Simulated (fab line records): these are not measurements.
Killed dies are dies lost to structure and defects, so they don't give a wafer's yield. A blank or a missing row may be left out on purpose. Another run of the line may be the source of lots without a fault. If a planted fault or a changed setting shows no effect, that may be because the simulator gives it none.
Problem report, 8D (eight disciplines) form, completed by code | flow sfq-line | the parts of the form that need people (team, actions taken, sign-off) are left out

## 1. THE PROBLEM
Wafers without a fault read 182.5 W, standard deviation 0.63; rf-fwd-power-W at SFQ_TRILAYER_I0_DEP_PECVD_027 reads a mean of 109.0 W on 6 wafers belonging to 2 lots. So: -99 or more standard deviations from the usual mean.
The step: deposits SiO2 from SiH4/N2O, time 111.11 s, target thk 500 nm.
Earliest sighting: wafer L529.1 on pecvd-03 at day 9 06:32. The record has a number at this step for 42 wafers belonging to 14 lots. The rule behind "out" and "out of limits": a value lying over 4 standard deviations away from the usual mean. The other wafers with a number count as sound.

## 2. WHAT IT IS, WHAT IT ISN'T
question                    | is                               | is not
which readings at this step | rf-fwd-power-W, showerhead-vpp-V | throttle-valve-pct
which lots                  | L529, L530                       | L523, L524, L525, L526, L528, L537, L539, L541, L542, L543, L544, L545
which wafers of those lots  | all that have a number           | -
read on which tools         | pecvd-03                         | pecvd-02, pecvd-04
when                        | from day 9 06:32                 | up to then (15 sound wafers); but 21 sound wafers of L537, L539, L541, L542, L543, L544, L545 came after

## 3. SUSPECTS, AND WHAT RULES EACH OUT
Counting: any tool at a process step up to the reading is kept as a suspect provided that every lot that is out went through it and no sound lot did after the first of them.
- pecvd-03 at SFQ_TRILAYER_I0_DEP_PECVD_027 (deposits SiO2 from SiH4/N2O, time 111.11 s, target thk 500 nm): ruled out as a lasting fault. The sound lots L542 went through it after L529, its earliest lot that is out (day 9 06:32).
Left after counting: nothing in the record.

## 4. THE CAUSE (what the simulator had put in)
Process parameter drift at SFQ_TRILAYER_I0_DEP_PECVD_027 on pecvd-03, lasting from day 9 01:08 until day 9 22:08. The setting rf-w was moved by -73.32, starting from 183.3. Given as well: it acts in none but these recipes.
Counting ruled it out, wrongly.

## 5. SEQUENCE OF EFFECTS, ordered by route
One row per reading whose mean, taken over the struck wafers that have a number, lies over 3 standard deviations from the usual. Scope: only readings with a usual standard deviation given in the record; hours: median across lots of the time from each lot's start at the first step in this table that gives one to its start at this step; sigmas: change in usual standard deviations.
hours | step                          | reading            | usual   | on struck wafers | change | sigmas
0     | SFQ_TRILAYER_I0_DEP_PECVD_027 | rf-fwd-power-W     | 182.5 W | 109.0            | -73.5  | -99 or more
0     | SFQ_TRILAYER_I0_DEP_PECVD_027 | showerhead-vpp-V   | 843 V   | 641              | -202   | -6.1
2     | SFQ_TRILAYER_I0_CMP_CMP_028   | time-to-endpoint-s | 217 s   | 169              | -48    | -7.0
The process steps in it:
- SFQ_TRILAYER_I0_DEP_PECVD_027: deposits SiO2 from SiH4/N2O, time 111.11 s, target thk 500 nm.
- SFQ_TRILAYER_I0_CMP_CMP_028: polishes SiO2.
Later steps that measure or inspect, where all struck wafers having a row at the step show a number for every such reading and not one has moved that far: SFQ_M3_OVL_MEAS_921.

## 6. WHAT WOULD HAVE CAUGHT IT SOONER
In this record the first reading out of limits was taken at day 9 06:32, 5 hours after the fault began at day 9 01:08.
